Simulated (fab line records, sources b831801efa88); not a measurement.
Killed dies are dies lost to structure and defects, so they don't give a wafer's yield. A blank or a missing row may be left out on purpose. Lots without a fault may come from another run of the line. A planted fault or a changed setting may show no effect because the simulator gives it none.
A struck lot beside a sound one | flow sfq_line | 42 steps out of a route of 325
Sound: wafers L547.1, L547.3, L547.4. Struck: wafers L563.4, L563.6. (L563.2 of the same lot was not struck and is left out.) The cause comes at the end.
At each step with rows: each side's tool, then ch and its chambers, then its first start. Under that, the readings that differ: sound wafers | struck wafers | difference of the means | sigmas: that difference in standard deviations of wafers without a fault.
alike: readings whose means differ by less than 2 such deviations, and words and numbers that are the same on both sides. not compared: withheld readings, readings that some wafer has no value for, bounds like >300 that may hide the same value, and numbers for which the record gives no deviation and whose values overlap.
The two part at a step that has a row with sigmas, a row that says differs or no value, or rows on one side only. Numbers that don't overlap but have no deviation are shown without sigmas and don't part them. A reading that every wafer of one side lacks parts them only if that side has two wafers or more.

first, 6 steps without rows for these wafers: SFQ_TRILAYER_M0_LITHO_COAT_026 (resist thk 62 nm); SFQ_TRILAYER_M0_LITHO_COAT_021 (resist thk 600 nm); SFQ_TRILAYER_M0_LITHO_SOFTBAKE_025; SFQ_TRILAYER_M0_LITHO_EXPOSE_022 (exposes mask M0, target cd 500 nm); SFQ_TRILAYER_M0_LITHO_PEB_024 (peb time 60 s); SFQ_TRILAYER_M0_LITHO_DEVELOP_023 (time 60 s).
SFQ_M0_OVL_MEAS_906:
  sound on overlay-02, day 7 09:19; struck on overlay-01, day 11 12:44
  alike: M0_OVL
SFQ_TRILAYER_M0_BARC_OPEN_METAL_ETCH_031: etches BARC in O2, target depth 125 nm, time 41.7 s.
  sound on rie_metal-01 ch 0,1, day 7 09:21; struck on rie_metal-04 ch 0, day 11 12:48
  alike: drypump_motor_current_A, he_backside_leak_sccm, oes_product_au
  not compared: rf_hours_counter_h
SFQ_TRILAYER_M0_ETCH_METAL_ETCH_024: etches Nb in Cl2/Ar, stops on SiO2, target depth 240 nm, time 120 s.
  sound on rie_metal-01 ch 0,1, day 7 09:25; struck on rie_metal-04 ch 0, day 11 12:59
  alike: drypump_motor_current_A, he_backside_leak_sccm, oes_product_au
  not compared: rf_hours_counter_h
then, 3 steps without rows for these wafers: SFQ_TRILAYER_M0_STRIP_STRIP_025 (strips in O2); SFQ_TRILAYER_M0_STRIP_SOLV_CLEAN_026 (cleans in NMP, time 600 s); SFQ_TRILAYER_I0_DEP_PECVD_027 (deposits SiO2 from SiH4/N2O, time 111.11 s, target thk 500 nm).
SFQ_TRILAYER_I0_CMP_CMP_028: polishes SiO2.
  sound on cmp-02 ch 0,1,2, day 7 10:23; struck on cmp-02 ch 0, day 12 02:01
  reading                                             | sound             | struck      | difference | sigmas
  time_to_endpoint_s (s)                              | 203 217 220       | 254 252     | +40        | +6
  model.SiO2_of_TRILAYER_I0_DEP_PECVD_027.thk_nm (nm) | 199.2 200.1 200.1 | 149.3 150.4 | -49.9      |
  alike: motor_current_A, retaining_ring_pressure_frac
SFQ_I0_BOW_MEAS_907:
  sound on film_metro-02, day 7 13:23; struck on film_metro-01, day 12 05:02
  alike: I0_BOW
SFQ_TRILAYER_I0_METRO_MEASURE_029:
  sound on film_metro-02, day 7 13:31; struck on film_metro-01, day 12 05:20
  reading     | sound             | struck      | difference | sigmas
  thk_nm (nm) | 199.1 200.3 200.2 | 149.4 150.4 | -50.0      | -45
then, 6 steps without rows for these wafers: SFQ_TRILAYER_I0_VIA_LITHO_COAT_036 (resist thk 60.99 nm); SFQ_TRILAYER_I0_VIA_LITHO_COAT_031 (resist thk 650 nm); SFQ_TRILAYER_I0_VIA_LITHO_SOFTBAKE_035; SFQ_TRILAYER_I0_VIA_LITHO_EXPOSE_032 (exposes mask I0, target cd 500 nm); SFQ_TRILAYER_I0_VIA_LITHO_PEB_034 (peb time 60 s); SFQ_TRILAYER_I0_VIA_LITHO_DEVELOP_033 (time 60 s).
-- the record jumps here: 2 days lie between the struck wafers' starts before and after --
SFQ_I0_OVL_MEAS_908:
  sound on overlay-01, day 9 21:08; struck on overlay-02, day 14 16:25
  alike: I0_OVL
then, 1 step without rows for these wafers: SFQ_TRILAYER_I0_VIA_BARC_OPEN_VIA_ETCH_046 (etches BARC in O2, target depth 125 nm, time 41.7 s).
SFQ_TRILAYER_I0_VIA_ETCH_VIA_ETCH_034: etches SiO2 in CHF3, stops on Nb, target depth 260 nm.
  sound on rie_diel-01 ch 0,1,2, day 9 21:13; struck on rie_diel-03 ch 1,3, day 14 16:29
  reading                        | sound             | struck      | difference | sigmas
  oes_product_au (a.u.)          | 0.856 0.860 0.854 | 0.731 0.746 | -0.118     | -23
  model.I0.feature_depth_nm (nm) | 199.2 200.1 200.1 | 149.3 150.4 | -49.9      |
  model.etch.depth_nm (nm)       | 199.2 200.1 200.1 | 149.3 150.4 | -49.9      |
  alike: drypump_motor_current_A
SFQ_TRILAYER_I0_VIA_STRIP_STRIP_035: strips in O2.
  sound on rie_metal-01 ch 0,1, day 9 21:20; struck on rie_metal-01 ch 0, day 14 16:36
  alike: drypump_motor_current_A, he_backside_leak_sccm, oes_product_au
  not compared: rf_hours_counter_h
then, 1 step without rows for these wafers: SFQ_TRILAYER_I0_VIA_STRIP_SOLV_CLEAN_036 (cleans in NMP, time 600 s).
SFQ_TRILAYER_M1_DEP_PRE_CLEAN_038: time 22.5 s.
  sound on pvd_sputter-03, day 9 22:06; struck on pvd_sputter-03, day 14 17:22
  reading                                             | sound             | struck      | difference | sigmas
  model.SiO2_of_TRILAYER_I0_DEP_PECVD_027.thk_nm (nm) | 191.7 192.6 192.6 | 141.8 142.9 | -49.9      |
then, 1 step without rows for these wafers: SFQ_TRILAYER_M1_DEP_SPUTTER_037 (material Nb, target thk 200 nm, time 133.3 s).
SFQ_M1_RS_MEAS_909: measures by four-point-probe.
  sound on film_metro-03, day 9 22:13; struck on film_metro-04, day 14 17:31
  alike: M1_NB_RS
then, 6 steps without rows for these wafers: SFQ_TRILAYER_M1_LITHO_COAT_044 (resist thk 62 nm); SFQ_TRILAYER_M1_LITHO_COAT_039 (resist thk 600 nm); SFQ_TRILAYER_M1_LITHO_SOFTBAKE_043; SFQ_TRILAYER_M1_LITHO_EXPOSE_040 (exposes mask M1, target cd 500 nm); SFQ_TRILAYER_M1_LITHO_PEB_042 (peb time 61.81 s); SFQ_TRILAYER_M1_LITHO_DEVELOP_041 (time 60 s).
-- the record jumps here: 4 days lie between the struck wafers' starts before and after --
SFQ_M1_OVL_MEAS_911:
  sound on overlay-02, day 12 17:49; struck on overlay-01, day 18 09:00
  alike: M1_OVL
SFQ_TRILAYER_M1_BARC_OPEN_METAL_ETCH_054: etches BARC in O2, target depth 125 nm, time 41.7 s.
  sound on rie_metal-02 ch 0,1, day 12 17:51; struck on rie_metal-04 ch 0,1, day 18 09:02
  alike: drypump_motor_current_A, he_backside_leak_sccm, oes_product_au
  not compared: rf_hours_counter_h
SFQ_TRILAYER_M1_ETCH_METAL_ETCH_042: etches Nb in Cl2/Ar, stops on SiO2, target depth 240 nm, time 120 s.
  sound on rie_metal-02 ch 0,1, day 12 17:55; struck on rie_metal-04 ch 0,1, day 18 09:05
  alike: drypump_motor_current_A, he_backside_leak_sccm, oes_product_au
  not compared: rf_hours_counter_h
then, 3 steps without rows for these wafers: SFQ_TRILAYER_M1_STRIP_STRIP_043 (strips in O2); SFQ_TRILAYER_M1_STRIP_SOLV_CLEAN_044 (cleans in NMP, time 600 s); SFQ_TRILAYER_I1_DEP_PECVD_045 (deposits SiO2 from SiH4/N2O, time 111.11 s, target thk 500 nm).
-- the record jumps here: 62 days lie between the struck wafers' starts before and after --
SFQ_M8_BOW_MEAS_951:
  sound on film_metro-03, day 70 11:44; struck on film_metro-01, day 80 03:19
  reading                 | sound             | struck      | difference | sigmas
  model.etest.i0.link_ohm | 1.966 1.965 1.969 | 1.909 1.909 | -0.058     |
  alike: M8_BOW

WHERE THEY PART
First at SFQ_TRILAYER_I0_CMP_CMP_028; last, within this record, at SFQ_TRILAYER_I0_VIA_ETCH_VIA_ETCH_034. Later steps at which nothing parts them and some readings are alike: SFQ_TRILAYER_I0_VIA_STRIP_STRIP_035, SFQ_M1_RS_MEAS_909, SFQ_M1_OVL_MEAS_911, SFQ_TRILAYER_M1_BARC_OPEN_METAL_ETCH_054, SFQ_TRILAYER_M1_ETCH_METAL_ETCH_042, SFQ_M8_BOW_MEAS_951.

WHY: what the simulator had put in
Process parameter drift: cmp-02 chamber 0, from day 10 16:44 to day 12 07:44, at SFQ_TRILAYER_I0_CMP_CMP_028. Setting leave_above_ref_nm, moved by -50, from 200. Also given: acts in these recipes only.
